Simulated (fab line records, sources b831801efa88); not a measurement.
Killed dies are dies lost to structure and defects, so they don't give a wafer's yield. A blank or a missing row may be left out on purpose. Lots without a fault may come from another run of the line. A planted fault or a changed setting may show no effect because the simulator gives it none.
Chamber matching | flow sfq_line | SFQ_TRILAYER_A5B_CMP_CMP_130 on cmp-01: 4 sister chambers
The step polishes, stops on Nb, target thk 340.7 nm. 4 wafers are shown with their chamber, then 8 later ones without.

WAFERS WITH THEIR CHAMBER
wafer  | chamber | motor_current_A (A)
L431.2 | 2       | 9.4
L435.5 | 3       | 9.2
L435.6 | 0       | 9.7
L436.3 | 1       | 10.6

WAFERS WITHOUT THEIR CHAMBER
wafer  | motor_current_A (A)
L436.4 | 9.5
L436.5 | 9.8
L437.1 | 9.8
L437.3 | 11.2
L437.6 | 9.8
L439.1 | 9.7
L439.4 | 10.5
L439.5 | 9.8

WHICH CHAMBER EACH WENT THROUGH
wafer  | from the rows above          | in truth
L436.4 | can't be placed: 2 or 0 or 3 | 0
L436.5 | can't be placed: 0 or 2      | 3
L437.1 | can't be placed: 0 or 2      | 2
L437.3 | 1                            | 1
L437.6 | can't be placed: 0 or 2      | 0
L439.1 | can't be placed: 0 or 2      | 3
L439.4 | 1                            | 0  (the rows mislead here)
L439.5 | can't be placed: 0 or 2      | 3
Placed correctly: 1 of 8. Can't be placed from these rows: 6 (the true chamber is among the candidates in 3). Placed wrongly: 1.
How it was worked out, from the rows above alone: a wafer's distance from a chamber is the root of the sum, over the readings, of the square of ((its reading less the chamber's mean) divided by the reading's scatter). The wafer belongs to the nearest chamber; if the next one is less than 2 further off, it can't be placed. A chamber's mean is the mean of its shown wafers. The scatter: with one shown wafer a chamber, the root of the mean of the squares of how far each hidden wafer lies from its nearest shown one.
